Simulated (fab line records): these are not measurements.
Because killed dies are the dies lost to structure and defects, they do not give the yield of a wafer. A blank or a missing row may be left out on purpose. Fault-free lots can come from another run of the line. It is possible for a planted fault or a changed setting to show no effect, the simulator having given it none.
Problem report, 8D (eight disciplines) form, completed by code    flow sky130    the parts of the form that need people (team, actions taken, sign-off) are left out

== 1. THE PROBLEM ==
VT_ADJUST_NCORE_TW at SKY_VT_ADJUST_NCORE_TW_MEAS_11 reads a mean of 162.2 on 6 wafers of 2 lots; wafers without a fault read 219.4 with a standard deviation of 1.8. Measured from the usual mean, that is -32 standard deviations.
Seen first at day 11 01:59 on filmMetro-01, wafer L548.1. The record has a number at this step for 36 wafers belonging to 12 lots. Rule for "out", or "out of limits": more than 4 standard deviations from the usual mean. Any other wafer with a number is counted as sound.

== 2. WHAT IT IS, AND WHAT IT ISN'T ==
question                     is                      is not
which readings at this step  VT_ADJUST_NCORE_TW      -
which lots                   L548, L549              L540, L551, L552, L556, L557, L558, L559, L560, L561, L562
which wafers of those lots   all that have a number  -
read on which gauges         filmMetro-01            filmMetro-02, filmMetro-04
when                         from day 11 01:59       up to then (3 sound wafers); but 27 sound wafers of L551, L552, L556, L557, L558, L559, L560, L561, L562 came after

== 3. SUSPECTS, AND WHAT RULES EACH OUT ==
Counting: a tool stays on the suspect list if, at a process step up to the reading, it processed all lots that are out and no sound lot following the first of them.
- the gauge at SKY_VT_ADJUST_NCORE_TW_MEAS_11: ruled out. All the wafers that are out were read on filmMetro-01, but those of them that SKY_VT_ADJUST_NCORE_IMPLANT_09 has rows for are out there too, on other tools.
- implanter-03 at SKY_VT_ADJUST_NCORE_IMPLANT_09: ruled out as a lasting fault. The sound lots L558, L559, L560, L561 went through it after L548, its earliest lot that is out (day 11 01:44).
Left after counting: nothing in the record.

== 4. THE CAUSE (what the simulator had put in) ==
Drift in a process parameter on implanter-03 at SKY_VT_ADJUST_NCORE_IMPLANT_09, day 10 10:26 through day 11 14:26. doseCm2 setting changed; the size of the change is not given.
It was ruled out by counting, in error; the rule expects a fault to strike all lots run on its tool from its start on, and this fault did not.

== 5. SEQUENCE OF EFFECTS, ordered by route ==
Rows list readings where the struck wafers' mean (over those with a number) sits beyond 3 standard deviations from the usual. Readings are gone through only where the record gives a usual standard deviation; hours: the median, over the lots, of the time from a lot's start at the first step in this table giving one to that lot's start at this step; sigmas: the change measured in usual standard deviations.
hours  step                            reading             usual       on struck wafers  change       sigmas
0      SKY_VT_ADJUST_NCORE_IMPLANT_09  doseIonsCm2         2.3998e+12  7.7752e+11        -1.6223e+12  -99 or more
0      SKY_VT_ADJUST_NCORE_IMPLANT_09  faradayCurrentUA    13.55       4.41              -9.14        -32
0      SKY_VT_ADJUST_NCORE_TW_MEAS_11  VT_ADJUST_NCORE_TW  219.4       162.2             -57.2        -32
The process steps in it:
- SKY_VT_ADJUST_NCORE_IMPLANT_09
Later steps that measure or inspect, where all struck wafers having a row at the step show a number for every such reading and not one has moved that far: SKY_POLY_GATE_OVL_MEAS_14, SKY_LI_CONTACT_THK_MEAS_01.

== 6. WHAT WOULD HAVE CAUGHT IT SOONER ==
Counted from the fault's start at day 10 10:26, it took 16 hours until the first out-of-limits reading at a measuring or inspecting step in this record, taken at day 11 01:59.
The tool's own readings at SKY_VT_ADJUST_NCORE_IMPLANT_09 were out on every struck wafer that the step has a row for (doseIonsCm2, faradayCurrentUA): an alarm limit on them would have fired on the first of those.
